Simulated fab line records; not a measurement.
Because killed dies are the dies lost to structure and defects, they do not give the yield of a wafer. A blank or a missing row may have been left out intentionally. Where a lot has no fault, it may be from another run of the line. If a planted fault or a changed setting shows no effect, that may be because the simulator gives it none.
2 desks, one fault -- flow sky130 -- what lay behind the numbers comes last; until then each desk has only its own

== AT THE METROLOGY DESK ==
Lot by lot, what the gauges showed, no matter which tool ran the lot: averages of those sampled wafers that carry a number. A lot is out of limits, marked OUT, if its mean lies more than 4 standard deviations from the usual mean; the brackets give that distance.
Columns: A = METAL1_ALCU_RS at SKY_METAL1_RS_MEAS_05, usual 0.1260 ohm/sq; B = VIA1_OVL at SKY_VIA1_OVL_MEAS_13, usual -1 nm; C = VIA1_W_RS at SKY_VIA1_RS_MEAS_22, usual 0.427 ohm/sq; D = VIA1_W_THK at SKY_VIA1_THK_MEAS_23, usual 274 nm
lot,first seen here,A,B,C,D
L168,day 31 17:08,0.1269,7,0.430,272
L169,day 32 03:11,0.1266,0,0.422,280
L171,day 32 22:31,0.1263,-3,0.424,275
L173,day 32 22:34,0.1264,-1,0.434,269
L179,day 35 06:51,0.1251,-6,0.425,277
L180,day 35 14:43,0.1260,-2,0.391 (-7.9) OUT,301 (+8.0) OUT
L181,day 35 18:46,0.1272,0,0.395 (-7.0) OUT,293 (+5.7) OUT
L182,day 36 05:44,0.1239,2,0.399 (-6.1) OUT,292 (+5.3) OUT
L184,day 36 12:40,0.1257,-7,0.428,271
L189,day 38 09:29,0.1265,-4,0.422,278
L190,day 38 12:06,0.1234,0,0.429,274
This desk reports L180, L181, L182 out of limits; the earliest was L180 at day 37 20:38 (VIA1_W_RS at SKY_VIA1_RS_MEAS_22). Within limits: L168, L169, L171, L173, L179, L184, L189, L190.

== FOR THE TOOL OWNER'S DESK: cvdW-02 ==
The tool's own readings at SKY_VIA1_CVD_21 (deposits W, target thk 270 nm, time 80.902 s): means of the sampled wafers that have a number, for each lot that ran on this tool. A lot is out of limits, marked OUT, if its mean lies more than 4 standard deviations from the usual mean; the brackets give that distance.
Columns: A = chamberPressureTorr at SKY_VIA1_CVD_21, usual 40.00 Torr; B = heaterPowerOuterW at SKY_VIA1_CVD_21, usual 498 W; C = heaterPowerW at SKY_VIA1_CVD_21, usual 799 W
lot,first seen here,A,B,C
L168,day 34 00:46,39.98,519,813
L173,day 35 05:01,39.84,516,808
L179,day 37 13:19,40.01,525,804
L180,day 37 20:28,46.24 (+68) OUT,506,830
L181,day 38 01:15,46.25 (+68) OUT,508,831
L182,day 38 12:50,46.33 (+69) OUT,514,817
This desk's finding: out of limits on L180, L181, L182; first on L180, day 37 20:28 (chamberPressureTorr at SKY_VIA1_CVD_21). Within limits: L168, L173, L179.

== PUT TOGETHER ==
On L180, L181, L182, at day 37 20:28, an alarm was possible from the tool owner's desk.
At day 37 20:38 the metrology desk could have sounded an alarm, on L180, L181, L182.
Every lot named ran SKY_VIA1_CVD_21 on cvdW-02.

== WHAT THE SIMULATOR HAD INSERTED ==
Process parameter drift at SKY_VIA1_CVD_21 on cvdW-02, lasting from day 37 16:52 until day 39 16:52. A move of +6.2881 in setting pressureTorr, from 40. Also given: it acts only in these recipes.
Shown lots that were struck: L180, L181, L182.
Delay (hours) between the fault's onset and each desk's first out-of-limits reading: 4 at the tool owner's desk, 4 at the metrology desk.
